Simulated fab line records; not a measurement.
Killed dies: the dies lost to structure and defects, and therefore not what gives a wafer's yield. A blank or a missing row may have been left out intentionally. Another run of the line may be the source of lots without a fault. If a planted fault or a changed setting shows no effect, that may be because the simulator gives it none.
The tool behind it: which one? / flow gf180mcu / 24 lots with 72 wafers sampled at 5 steps, on a route of 602 steps

WHAT THE GAUGES READ, wafer by wafer
GF_CONTACT_THK_MEAS_01. Usual: CONTACT_CVD_00_THK typically reads 299 nm, with standard deviation 3.2.
lot=L074; measured=day 15 06:45; on=filmMetro-02; CONTACT_CVD_00_THK (nm)=302 301 298; flag=
lot=L075; measured=day 15 16:57; on=filmMetro-02; CONTACT_CVD_00_THK (nm)=297 291 295; flag=
lot=L076; measured=day 16 04:22; on=filmMetro-03; CONTACT_CVD_00_THK (nm)=301 304 300; flag=
lot=L077; measured=day 16 13:01; on=filmMetro-03; CONTACT_CVD_00_THK (nm)=294 298 302; flag=
lot=L078; measured=day 16 18:31; on=filmMetro-01; CONTACT_CVD_00_THK (nm)=299 297 304; flag=
lot=L079; measured=day 17 10:52; on=filmMetro-03; CONTACT_CVD_00_THK (nm)=298 296 304; flag=
lot=L080; measured=day 17 15:46; on=filmMetro-03; CONTACT_CVD_00_THK (nm)=294 294 293; flag=
lot=L081; measured=day 17 21:35; on=filmMetro-02; CONTACT_CVD_00_THK (nm)=300 302 299; flag=
lot=L082; measured=day 18 03:31; on=filmMetro-02; CONTACT_CVD_00_THK (nm)=304 306 300; flag=
lot=L083; measured=day 18 18:27; on=filmMetro-02; CONTACT_CVD_00_THK (nm)=299 296 294; flag=
lot=L084; measured=day 18 22:38; on=filmMetro-03; CONTACT_CVD_00_THK (nm)=297 299 297; flag=
lot=L085; measured=day 19 08:15; on=filmMetro-02; CONTACT_CVD_00_THK (nm)=303 301 300; flag=
lot=L086; measured=day 19 13:43; on=filmMetro-01; CONTACT_CVD_00_THK (nm)=299 300 300; flag=
lot=L087; measured=day 19 22:22; on=filmMetro-03; CONTACT_CVD_00_THK (nm)=299 296 300; flag=
lot=L088; measured=day 20 08:34; on=filmMetro-03; CONTACT_CVD_00_THK (nm)=296 300 296; flag=
lot=L089; measured=day 20 18:34; on=filmMetro-03; CONTACT_CVD_00_THK (nm)=297 304 297; flag=
lot=L090; measured=day 21 02:21; on=filmMetro-01; CONTACT_CVD_00_THK (nm)=305 298 298; flag=
lot=L091; measured=day 21 12:13; on=filmMetro-02; CONTACT_CVD_00_THK (nm)=295 296 296; flag=
lot=L092; measured=day 21 20:29; on=filmMetro-03; CONTACT_CVD_00_THK (nm)=296 296 301; flag=
lot=L093; measured=day 22 04:39; on=filmMetro-01; CONTACT_CVD_00_THK (nm)=296 297 299; flag=
lot=L094; measured=day 22 11:22; on=filmMetro-02; CONTACT_CVD_00_THK (nm)=302 304 303; flag=
lot=L095; measured=day 22 18:29; on=filmMetro-03; CONTACT_CVD_00_THK (nm)=297 298 297; flag=
lot=L096; measured=day 23 03:35; on=filmMetro-03; CONTACT_CVD_00_THK (nm)=297 300 303; flag=
lot=L097; measured=day 23 14:04; on=filmMetro-03; CONTACT_CVD_00_THK (nm)=303 305 300; flag=

GF_V1_CD_MEAS_14: target cd 260 nm. Usual: 260.2 nm for cdNm, sd 0.99.
lot=L074; measured=day 18 06:49; on=cdSem-01; cdNm (nm)=260.0 258.8 260.6; flag=
lot=L075; measured=day 18 16:40; on=cdSem-01; cdNm (nm)=260.7 260.6 260.5; flag=
lot=L076; measured=day 19 06:10; on=cdSem-02; cdNm (nm)=261.7 261.0 261.2; flag=
lot=L077; measured=day 19 16:34; on=cdSem-01; cdNm (nm)=260.6 259.9 258.7; flag=
lot=L078; measured=day 19 21:04; on=cdSem-02; cdNm (nm)=260.1 260.0 259.8; flag=
lot=L079; measured=day 20 14:06; on=cdSem-01; cdNm (nm)=258.7 259.8 258.5; flag=
lot=L080; measured=day 20 19:09; on=cdSem-01; cdNm (nm)=259.6 259.0 258.6; flag=
lot=L081; measured=day 21 02:27; on=cdSem-01; cdNm (nm)=259.8 259.9 259.8; flag=
lot=L082; measured=day 21 06:50; on=cdSem-01; cdNm (nm)=260.5 258.9 260.6; flag=
lot=L083; measured=day 21 22:28; on=cdSem-01; cdNm (nm)=259.8 259.8 260.5; flag=
lot=L084; measured=day 22 03:17; on=cdSem-01; cdNm (nm)=259.3 259.6 260.6; flag=
lot=L085; measured=day 22 12:48; on=cdSem-02; cdNm (nm)=260.7 260.7 260.5; flag=
lot=L086; measured=day 22 16:21; on=cdSem-02; cdNm (nm)=260.7 260.9 259.3; flag=
lot=L087; measured=day 23 01:08; on=cdSem-01; cdNm (nm)=259.3 260.1 260.1; flag=
lot=L088; measured=day 23 10:28; on=cdSem-01; cdNm (nm)=260.6 261.7 260.3; flag=
lot=L089; measured=day 23 20:10; on=cdSem-02; cdNm (nm)=259.5 260.8 260.0; flag=
lot=L090; measured=day 24 03:10; on=cdSem-02; cdNm (nm)=259.4 259.6 259.4; flag=
lot=L091; measured=day 24 12:32; on=cdSem-02; cdNm (nm)=259.6 258.2 259.1; flag=
lot=L092; measured=day 24 21:02; on=cdSem-02; cdNm (nm)=259.8 260.0 260.4; flag=
lot=L093; measured=day 25 03:29; on=cdSem-01; cdNm (nm)=262.0 261.9 261.8; flag=
lot=L094; measured=day 25 09:40; on=cdSem-01; cdNm (nm)=263.1 261.6 261.5; flag=
lot=L095; measured=day 25 16:52; on=cdSem-01; cdNm (nm)=260.6 260.7 259.7; flag=
lot=L096; measured=day 26 01:56; on=cdSem-02; cdNm (nm)=259.6 259.1 259.4; flag=
lot=L097; measured=day 26 09:29; on=cdSem-02; cdNm (nm)=260.4 260.8 259.2; flag=

GF_V1_RS_MEAS_24: uses a four-point probe to measure. Usual: V1_W_RS typically reads 0.318 ohm/sq, with standard deviation 0.0033.
lot=L074; measured=day 18 07:53; on=filmMetro-04; V1_W_RS (ohm/sq)=0.319 0.320 0.319; flag=
lot=L075; measured=day 18 17:52; on=filmMetro-04; V1_W_RS (ohm/sq)=0.315 0.319 0.316; flag=
lot=L076; measured=day 19 07:17; on=filmMetro-02; V1_W_RS (ohm/sq)=0.317 0.315 0.315; flag=
lot=L077; measured=day 19 17:36; on=filmMetro-04; V1_W_RS (ohm/sq)=0.317 0.316 0.317; flag=
lot=L078; measured=day 19 22:05; on=filmMetro-04; V1_W_RS (ohm/sq)=0.318 0.314 0.316; flag=
lot=L079; measured=day 20 19:27; on=filmMetro-01; V1_W_RS (ohm/sq)=0.315 0.314 0.314; flag=
lot=L080; measured=day 20 20:13; on=filmMetro-01; V1_W_RS (ohm/sq)=0.324 0.326 0.312; flag=
lot=L081; measured=day 21 03:29; on=filmMetro-04; V1_W_RS (ohm/sq)=0.322 0.320 0.320; flag=
lot=L082; measured=day 21 07:52; on=filmMetro-04; V1_W_RS (ohm/sq)=0.316 0.321 0.316; flag=
lot=L083; measured=day 21 23:30; on=filmMetro-04; V1_W_RS (ohm/sq)=0.316 0.322 0.319; flag=
lot=L084; measured=day 22 04:19; on=filmMetro-02; V1_W_RS (ohm/sq)=0.319 0.320 0.318; flag=
lot=L085; measured=day 22 13:50; on=filmMetro-02; V1_W_RS (ohm/sq)=0.316 0.314 0.316; flag=
lot=L086; measured=day 22 17:23; on=filmMetro-02; V1_W_RS (ohm/sq)=0.317 0.321 0.321; flag=
lot=L087; measured=day 23 02:11; on=filmMetro-01; V1_W_RS (ohm/sq)=0.322 0.321 0.315; flag=
lot=L088; measured=day 23 11:30; on=filmMetro-01; V1_W_RS (ohm/sq)=0.322 0.322 0.319; flag=
lot=L089; measured=day 23 21:12; on=filmMetro-04; V1_W_RS (ohm/sq)=0.316 0.320 0.313; flag=
lot=L090; measured=day 24 04:33; on=filmMetro-04; V1_W_RS (ohm/sq)=0.320 0.318 0.322; flag=
lot=L091; measured=day 24 13:34; on=filmMetro-04; V1_W_RS (ohm/sq)=0.318 0.314 0.314; flag=
lot=L092; measured=day 24 22:06; on=filmMetro-04; V1_W_RS (ohm/sq)=0.317 0.319 0.318; flag=
lot=L093; measured=day 25 04:37; on=filmMetro-01; V1_W_RS (ohm/sq)=0.327 0.320 0.325; flag=
lot=L094; measured=day 25 10:41; on=filmMetro-04; V1_W_RS (ohm/sq)=0.313 0.312 0.317; flag=
lot=L095; measured=day 25 17:54; on=filmMetro-04; V1_W_RS (ohm/sq)=0.318 0.316 0.317; flag=
lot=L096; measured=day 26 03:05; on=filmMetro-02; V1_W_RS (ohm/sq)=0.312 0.315 0.313; flag=
lot=L097; measured=day 26 10:31; on=filmMetro-02; V1_W_RS (ohm/sq)=0.317 0.316 0.317; flag=

GF_M3_RS_MEAS_05: uses a four-point probe to measure. Usual: M3_ALCU_RS typically reads 0.0699 ohm/sq, with standard deviation 0.0009.
lot=L074; measured=day 20 12:14; on=filmMetro-03; M3_ALCU_RS (ohm/sq)=0.0705 0.0701 0.0701; flag=
lot=L075; measured=day 20 21:35; on=filmMetro-01; M3_ALCU_RS (ohm/sq)=0.0699 0.0690 0.0688; flag=
lot=L076; measured=day 21 12:27; on=filmMetro-04; M3_ALCU_RS (ohm/sq)=0.0688 0.0695 0.0715; flag=
lot=L077; measured=day 21 21:55; on=filmMetro-03; M3_ALCU_RS (ohm/sq)=0.0705 0.0708 0.0697; flag=
lot=L078; measured=day 22 01:58; on=filmMetro-01; M3_ALCU_RS (ohm/sq)=0.0688 0.0709 0.0688; flag=
lot=L079; measured=day 22 22:20; on=filmMetro-03; M3_ALCU_RS (ohm/sq)=0.0705 0.0697 0.0699; flag=
lot=L080; measured=day 23 00:29; on=filmMetro-03; M3_ALCU_RS (ohm/sq)=0.0691 0.0686 0.0698; flag=
lot=L081; measured=day 23 06:27; on=filmMetro-04; M3_ALCU_RS (ohm/sq)=0.0696 0.0701 0.0699; flag=
lot=L082; measured=day 23 10:19; on=filmMetro-04; M3_ALCU_RS (ohm/sq)=0.0702 0.0720 0.0722; flag=
lot=L083; measured=day 24 01:17; on=filmMetro-04; M3_ALCU_RS (ohm/sq)=0.0691 0.0693 0.0687; flag=
lot=L084; measured=day 24 06:35; on=filmMetro-04; M3_ALCU_RS (ohm/sq)=0.0707 0.0700 0.0694; flag=
lot=L085; measured=day 24 14:41; on=filmMetro-04; M3_ALCU_RS (ohm/sq)=0.0688 0.0695 0.0690; flag=
lot=L086; measured=day 24 17:55; on=filmMetro-03; M3_ALCU_RS (ohm/sq)=0.0702 0.0686 0.0697; flag=
lot=L087; measured=day 25 01:55; on=filmMetro-03; M3_ALCU_RS (ohm/sq)=0.0702 0.0702 0.0716; flag=
lot=L088; measured=day 25 11:44; on=filmMetro-03; M3_ALCU_RS (ohm/sq)=0.0700 0.0711 0.0712; flag=
lot=L089; measured=day 25 20:11; on=filmMetro-04; M3_ALCU_RS (ohm/sq)=0.0693 0.0690 0.0690; flag=
lot=L090; measured=day 26 03:53; on=filmMetro-04; M3_ALCU_RS (ohm/sq)=0.0701 0.0691 0.0689; flag=
lot=L091; measured=day 26 11:31; on=filmMetro-04; M3_ALCU_RS (ohm/sq)=0.0693 0.0694 0.0693; flag=
lot=L092; measured=day 26 20:33; on=filmMetro-04; M3_ALCU_RS (ohm/sq)=0.0699 0.0696 0.0692; flag=
lot=L093; measured=day 27 02:41; on=filmMetro-01; M3_ALCU_RS (ohm/sq)=0.0705 0.0694 0.0687; flag=
lot=L094; measured=day 27 08:47; on=filmMetro-03; M3_ALCU_RS (ohm/sq)=0.0705 0.0709 0.0706; flag=
lot=L095; measured=day 27 15:14; on=filmMetro-04; M3_ALCU_RS (ohm/sq)=0.0697 0.0704 0.0698; flag=
lot=L096; measured=day 27 23:12; on=filmMetro-04; M3_ALCU_RS (ohm/sq)=0.0709 0.0698 0.0698; flag=
lot=L097; measured=day 28 06:16; on=filmMetro-04; M3_ALCU_RS (ohm/sq)=0.0711 0.0708 0.0706; flag=

WHICH TOOL RAN EACH LOT (tool, then ch and the chambers of the sampled wafers, then the start)
lot=L074; GF_V1_CMP_04=cmp-02 ch 0,3, day 17 06:50
lot=L075; GF_V1_CMP_04=cmp-01 ch 0,1,2, day 17 16:46
lot=L076; GF_V1_CMP_04=cmp-01 ch 2,3, day 18 05:44
lot=L077; GF_V1_CMP_04=cmp-02 ch 0,2,3, day 18 15:50
lot=L078; GF_V1_CMP_04=cmp-01 ch 0,2,3, day 18 20:31
lot=L079; GF_V1_CMP_04=cmp-02 ch 0,1,2, day 19 13:53
lot=L080; GF_V1_CMP_04=cmp-01 ch 0,2,3, day 19 18:56
lot=L081; GF_V1_CMP_04=cmp-02 ch 0,1,3, day 20 01:44
lot=L082; GF_V1_CMP_04=cmp-02 ch 0,1,3, day 20 07:01
lot=L083; GF_V1_CMP_04=cmp-02 ch 0,2,3, day 20 22:38
lot=L084; GF_V1_CMP_04=cmp-02 ch 0,1,2, day 21 02:49
lot=L085; GF_V1_CMP_04=cmp-01 ch 0,1,2, day 21 12:41
lot=L086; GF_V1_CMP_04=cmp-02 ch 1,2, day 21 17:14
lot=L087; GF_V1_CMP_04=cmp-02 ch 2,3, day 22 02:06
lot=L088; GF_V1_CMP_04=cmp-01 ch 0,1,2, day 22 10:46
lot=L089; GF_V1_CMP_04=cmp-01 ch 1,2, day 22 21:02
lot=L090; GF_V1_CMP_04=cmp-01 ch 1,2,3, day 23 04:29
lot=L091; GF_V1_CMP_04=cmp-02 ch 0,3, day 23 14:23
lot=L092; GF_V1_CMP_04=cmp-02 ch 0,2,3, day 23 22:30
lot=L093; GF_V1_CMP_04=cmp-02 ch 0,2,3, day 24 05:26
lot=L094; GF_V1_CMP_04=cmp-02 ch 1,2,3, day 24 11:41
lot=L095; GF_V1_CMP_04=cmp-01 ch 1,2,3, day 24 18:27
lot=L096; GF_V1_CMP_04=cmp-02 ch 1,2, day 25 04:20
lot=L097; GF_V1_CMP_04=cmp-01 ch 0,2,3, day 25 12:17
- GF_V1_CMP_04: polishes SiO2.

WHAT THE TOOLS THEMSELVES READ (means of the sampled wafers that have a number; where no wafer has one, the mark that the record gives instead)
GF_V1_CMP_04. Usual: headPressurePsi 4.001 psi, standard deviation 0.0093; motorCurrentA 12.1 A, standard deviation 1.4; timeToEndpointS 80 s, standard deviation 6.6.
lot=L074; tool=cmp-02; headPressurePsi (psi)=4.003; motorCurrentA (A)=11.0; timeToEndpointS (s)=79; flag=
lot=L075; tool=cmp-01; headPressurePsi (psi)=3.997; motorCurrentA (A)=12.2; timeToEndpointS (s)=82; flag=
lot=L076; tool=cmp-01; headPressurePsi (psi)=4.003; motorCurrentA (A)=12.5; timeToEndpointS (s)=87; flag=
lot=L077; tool=cmp-02; headPressurePsi (psi)=3.994; motorCurrentA (A)=11.2; timeToEndpointS (s)=80; flag=
lot=L078; tool=cmp-01; headPressurePsi (psi)=4.005; motorCurrentA (A)=12.9; timeToEndpointS (s)=86; flag=
lot=L079; tool=cmp-02; headPressurePsi (psi)=4.007; motorCurrentA (A)=12.7; timeToEndpointS (s)=74; flag=
lot=L080; tool=cmp-01; headPressurePsi (psi)=3.993; motorCurrentA (A)=12.5; timeToEndpointS (s)=85; flag=
lot=L081; tool=cmp-02; headPressurePsi (psi)=4.009; motorCurrentA (A)=12.6; timeToEndpointS (s)=81; flag=
lot=L082; tool=cmp-02; headPressurePsi (psi)=4.005; motorCurrentA (A)=12.3; timeToEndpointS (s)=85; flag=
lot=L083; tool=cmp-02; headPressurePsi (psi)=4.000; motorCurrentA (A)=11.1; timeToEndpointS (s)=75; flag=
lot=L084; tool=cmp-02; headPressurePsi (psi)=4.001; motorCurrentA (A)=12.7; timeToEndpointS (s)=77; flag=
lot=L085; tool=cmp-01; headPressurePsi (psi)=4.000; motorCurrentA (A)=12.2; timeToEndpointS (s)=92; flag=
lot=L086; tool=cmp-02; headPressurePsi (psi)=4.003; motorCurrentA (A)=12.7; timeToEndpointS (s)=77; flag=
lot=L087; tool=cmp-02; headPressurePsi (psi)=4.002; motorCurrentA (A)=11.0; timeToEndpointS (s)=75; flag=
lot=L088; tool=cmp-01; headPressurePsi (psi)=3.993; motorCurrentA (A)=12.0; timeToEndpointS (s)=78; flag=
lot=L089; tool=cmp-01; headPressurePsi (psi)=3.997; motorCurrentA (A)=12.6; timeToEndpointS (s)=81; flag=
lot=L090; tool=cmp-01; headPressurePsi (psi)=4.008; motorCurrentA (A)=12.4; timeToEndpointS (s)=82; flag=
lot=L091; tool=cmp-02; headPressurePsi (psi)=4.003; motorCurrentA (A)=11.3; timeToEndpointS (s)=72; flag=
lot=L092; tool=cmp-02; headPressurePsi (psi)=3.996; motorCurrentA (A)=11.1; timeToEndpointS (s)=77; flag=
lot=L093; tool=cmp-02; headPressurePsi (psi)=3.988; motorCurrentA (A)=11.0; timeToEndpointS (s)=73; flag=
lot=L094; tool=cmp-02; headPressurePsi (psi)=4.010; motorCurrentA (A)=12.4; timeToEndpointS (s)=73; flag=
lot=L095; tool=cmp-01; headPressurePsi (psi)=3.998; motorCurrentA (A)=12.3; timeToEndpointS (s)=86; flag=
lot=L096; tool=cmp-02; headPressurePsi (psi)=4.006; motorCurrentA (A)=13.9; timeToEndpointS (s)=79; flag=
lot=L097; tool=cmp-01; headPressurePsi (psi)=3.997; motorCurrentA (A)=12.1; timeToEndpointS (s)=88; flag=

THE ANSWER, worked out from the rows above alone
Rule: a lot is off if the mean of its wafers that have a number lies more than 3 standard deviations from the usual mean. Also off: a lot with no number at a reading for which 4 or more lots have one. All remaining lots with rows at the step are treated as sound. The gauges are gone through in route order, then the tools' own readings, and for those a lot's mean is taken as printed above. The first step at which some lot is off is used, and at that step the reading that is off furthest; a lot without a number counts as furthest.
No lot is off at any reading shown: from this, nothing can be told.

WHAT WAS PUT IN BY THE SIMULATOR
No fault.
